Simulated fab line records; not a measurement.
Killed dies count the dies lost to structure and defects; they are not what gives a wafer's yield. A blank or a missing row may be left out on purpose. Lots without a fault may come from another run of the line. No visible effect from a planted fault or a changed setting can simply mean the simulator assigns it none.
What tool caused it?	flow sky130	24 lots, 72 wafers sampled, at 3 steps of a route of 708

## WHAT THE GAUGES SHOWED, per wafer
SKY_FIELD_ISO_THK_MEAS_25. Usual: FIELD_ISO_CVD_24_THK typically reads 593 nm, with standard deviation 9.8.
lot	measured	on	FIELD_ISO_CVD_24_THK (nm)	flag
L074	day 2 08:40	film_metro-02	591 593 585	
L075	day 2 15:30	film_metro-01	592 583 592	
L077	day 3 02:50	film_metro-03	586 597 594	
L076	day 3 02:53	film_metro-01	599 577 591	
L078	day 3 08:11	film_metro-02	598 584 582	
L079	day 3 10:46	film_metro-01	593 608 606	
L080	day 3 16:11	film_metro-02	608 596 606	
L081	day 4 00:10	film_metro-01	607 589 592	
L082	day 4 03:49	film_metro-02	617 584 593	
L083	day 4 09:04	film_metro-01	584 594 587	
L084	day 4 13:09	film_metro-01	602 614 597	
L085	day 4 19:01	film_metro-01	579 580 594	
L086	day 4 23:28	film_metro-02	581 604 585	
L087	day 5 08:55	film_metro-01	590 600 584	
L088	day 5 13:22	film_metro-03	598 610 594	
L089	day 5 18:38	film_metro-03	613 614 598	
L090	day 5 20:28	film_metro-01	592 591 595	
L091	day 6 02:04	film_metro-03	579 590 600	
L092	day 6 08:06	film_metro-01	604 587 604	
L093	day 6 13:41	film_metro-02	582 582 597	
L094	day 6 19:22	film_metro-03	609 577 591	
L095	day 6 21:50	film_metro-02	582 595 585	
L096	day 7 05:25	film_metro-01	597 587 597	
L097	day 7 09:37	film_metro-02	608 590 590	

SKY_VIA2_THK_MEAS_01. Usual: VIA2_HDPCVD_THK typically reads 1174 nm, with standard deviation 16.
lot	measured	on	VIA2_HDPCVD_THK (nm)	flag
L074	day 35 05:17	film_metro-01	1158 1167 1149	
L075	day 35 13:09	film_metro-01	1189 1177 1175	
L077	day 36 09:29	film_metro-03	1181 1168 1149	
L076	day 36 15:34	film_metro-02	1171 1179 1162	
L078	day 36 22:08	film_metro-03	1170 1185 1170	
L079	day 37 00:03	film_metro-03	1189 1211 1184	
L080	day 37 08:59	film_metro-01	1166 1165 1175	
L081	day 37 19:16	film_metro-02	1177 1177 1159	
L082	day 38 04:30	film_metro-01	1163 1189 1189	
L083	day 38 16:51	film_metro-03	1167 1189 1142	
L084	day 38 19:18	film_metro-03	1170 1157 1181	
L085	day 39 08:41	film_metro-01	1170 1196 1177	
L086	day 39 11:56	film_metro-02	1201 1179 1173	
L087	day 39 18:17	film_metro-01	1178 1169 1177	
L088	day 40 06:49	film_metro-02	1150 1182 1159	
L089	day 40 09:08	film_metro-02	1184 1142 1163	
L090	day 40 17:46	film_metro-02	1135 1141 1136	
L091	day 40 23:33	film_metro-02	1171 1178 1187	
L092	day 41 08:24	film_metro-02	1180 1167 1163	
L093	day 41 09:28	film_metro-01	1185 1198 1184	
L094	day 41 14:07	film_metro-02	1170 1188 1191	
L095	day 41 19:58	film_metro-03	1163 1159 1150	
L096	day 42 00:05	film_metro-01	1145 1193 1148	
L097	day 42 15:55	film_metro-03	1203 1183 1209	

## TOOL THAT RAN EACH LOT (tool first, then ch and the chambers of the sampled wafers, then the start)
lot	SKY_VIA1_CMP_24
L074	cmp-01 ch 1,2, day 34 03:54
L075	cmp-02 ch 2,3, day 34 11:47
L077	cmp-01 ch 0,3, day 35 06:36
L076	cmp-02 ch 0,1, day 35 12:12
L078	cmp-01 ch 1,2,3, day 35 18:27
L079	cmp-02 ch 1,2, day 35 19:57
L080	cmp-01 ch 2,3, day 36 06:01
L081	cmp-02 ch 0,1,2, day 36 16:07
L082	cmp-01 ch 0,1, day 37 02:48
L083	cmp-01 ch 1,2,3, day 37 10:43
L084	cmp-02 ch 1,2, day 37 17:31
L085	cmp-02 ch 0,2, day 38 06:10
L086	cmp-01 ch 1,3, day 38 09:47
L087	cmp-01 ch 0,1,3, day 38 15:37
L088	cmp-01 ch 1,2, day 39 04:11
L089	cmp-01 ch 1,2,3, day 39 06:02
L090	cmp-02 ch 0,3, day 39 16:02
L091	cmp-02 ch 1,2, day 39 20:52
L092	cmp-01 ch 0,1,2, day 40 06:48
L093	cmp-01 ch 1,2,3, day 40 08:01
L094	cmp-01 ch 0,2, day 40 12:14
L095	cmp-01 ch 0,1,3, day 40 18:13
L096	cmp-02 ch 0,1,2, day 40 23:13
L097	cmp-01 ch 2,3, day 41 14:21
- SKY_VIA1_CMP_24: polishes, stops on SiO2, t overpolish 15 s, target thk 0 nm.

## WHAT THE TOOLS THEMSELVES READ (means of the sampled wafers that have a number; where no wafer has one, the mark that the record gives instead)
SKY_VIA1_CMP_24. Usual: motor_current_A 10.6 A, standard deviation 1.2; overpolish_run_s 15.000 s, standard deviation 0.009; slurry_filter_dp_kPa 13.50 kPa, standard deviation 0.13; time_to_endpoint_s 65.5 s, standard deviation 2.5.
lot	tool	motor_current_A (A)	overpolish_run_s (s)	slurry_filter_dp_kPa (kPa)	time_to_endpoint_s (s)	flag
L074	cmp-01	9.6	15.004	13.53	65.2	
L075	cmp-02	11.8	14.996	13.39	68.8	
L077	cmp-01	11.1	14.998	13.64	65.2	
L076	cmp-02	10.9	14.998	13.47	64.7	
L078	cmp-01	9.8	15.004	13.51	64.3	
L079	cmp-02	12.1	14.989	13.50	66.2	
L080	cmp-01	9.4	14.992	13.46	68.0	
L081	cmp-02	11.5	15.002	13.54	65.8	
L082	cmp-01	10.5	14.997	13.29	67.4	
L083	cmp-01	10.2	14.997	13.57	66.1	
L084	cmp-02	11.8	15.001	13.50	63.9	
L085	cmp-02	10.9	15.007	13.48	66.8	
L086	cmp-01	10.7	14.996	13.39	65.8	
L087	cmp-01	10.7	15.000	13.68	68.1	
L088	cmp-01	9.7	14.999	13.49	62.7	
L089	cmp-01	10.0	15.004	13.50	63.3	
L090	cmp-02	11.1	15.007	13.44	64.6	
L091	cmp-02	12.2	14.992	13.49	66.9	
L092	cmp-01	9.9	14.993	13.35	64.3	
L093	cmp-01	9.6	14.995	13.51	65.8	
L094	cmp-01	9.6	15.000	13.54	67.1	
L095	cmp-01	10.7	15.005	13.52	63.9	
L096	cmp-02	11.5	15.000	13.70	62.5	
L097	cmp-01	10.3	15.002	13.50	62.1	

## THE ANSWER, worked out from the rows above alone
Rule: a lot is off if the mean of its wafers that have a number lies more than 3 standard deviations from the usual mean. A lot without any number at a reading at which 4 lots or more have one is off too. The other lots that the step has rows for count as sound. After the gauges, taken in route order, come the tools' own readings; for these a lot's mean is taken, as printed above. The first step at which some lot is off is used, and at that step the reading that is off furthest; a lot without a number counts as furthest.
Nothing can be told from this: no lot is off at any reading shown.

## WHAT THE SIMULATOR PUT IN
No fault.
